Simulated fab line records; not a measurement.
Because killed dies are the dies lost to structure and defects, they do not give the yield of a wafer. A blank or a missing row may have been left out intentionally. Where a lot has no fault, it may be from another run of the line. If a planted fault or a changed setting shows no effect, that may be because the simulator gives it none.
Matching of chambers ; flow sfq-line ; 4 sister chambers for SFQ_TRILAYER_I2_CMP_CMP_064 on cmp-02
The step polishes SiO2. 8 wafers are shown with their chamber, then 9 later ones without.

## WAFERS WITH THEIR CHAMBER
wafer;chamber;motor-current-A (A);head-pressure-psi (psi)
L991.6;3;11.2;3.003
L995.2;3;10.9;3.005
L100.4;1;11.2;3.003
L101.2;0;11.2;3.010
L101.5;2;10.6;3.017
L103.4;2;11.0;2.993
L103.3;0;11.1;3.003
L103.5;1;11.3;3.006

## WAFERS WHOSE CHAMBER IS MISSING
wafer;motor-current-A (A);head-pressure-psi (psi)
L106.2;9.7;2.998
L106.4;11.3;3.006
L106.5;10.1;3.000
L108.3;10.8;3.004
L108.5;11.1;2.999
L108.6;10.9;2.992
L110.1;10.7;3.003
L110.3;10.9;3.000
L110.5;10.4;2.996

## CHAMBER TAKEN BY EACH
wafer;from the rows above;in truth
L106.2;can't be placed: 2 or 3 or 0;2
L106.4;can't be placed: 1 or 0 or 3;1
L106.5;can't be placed: 2 or 3 or 0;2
L108.3;can't be placed: 2 or 3 or 0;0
L108.5;can't be placed: 3 or 0 or 1 or 2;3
L108.6;can't be placed: 2 or 3 or 0 or 1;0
L110.1;can't be placed: 2 or 3 or 0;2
L110.3;can't be placed: 2 or 3 or 0 or 1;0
L110.5;can't be placed: 2 or 3 or 0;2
Correctly placed: 0 of 9. Cannot be placed on the basis of these rows: 9; the candidates contain the true chamber in 9. Wrongly placed: 0.
How it was worked out, from the rows above alone: a wafer's distance from a chamber is the root of the sum, over the readings, of the square of ((its reading less the chamber's mean) divided by the reading's scatter). If the next closest chamber is less than 2 further off than the closest, the wafer can't be placed; otherwise it belongs to the closest. A chamber's mean is the mean of its shown wafers. The scatter: the root of (the sum of the squares of (reading less its chamber's mean) over the shown wafers, divided by (wafers less chambers)).
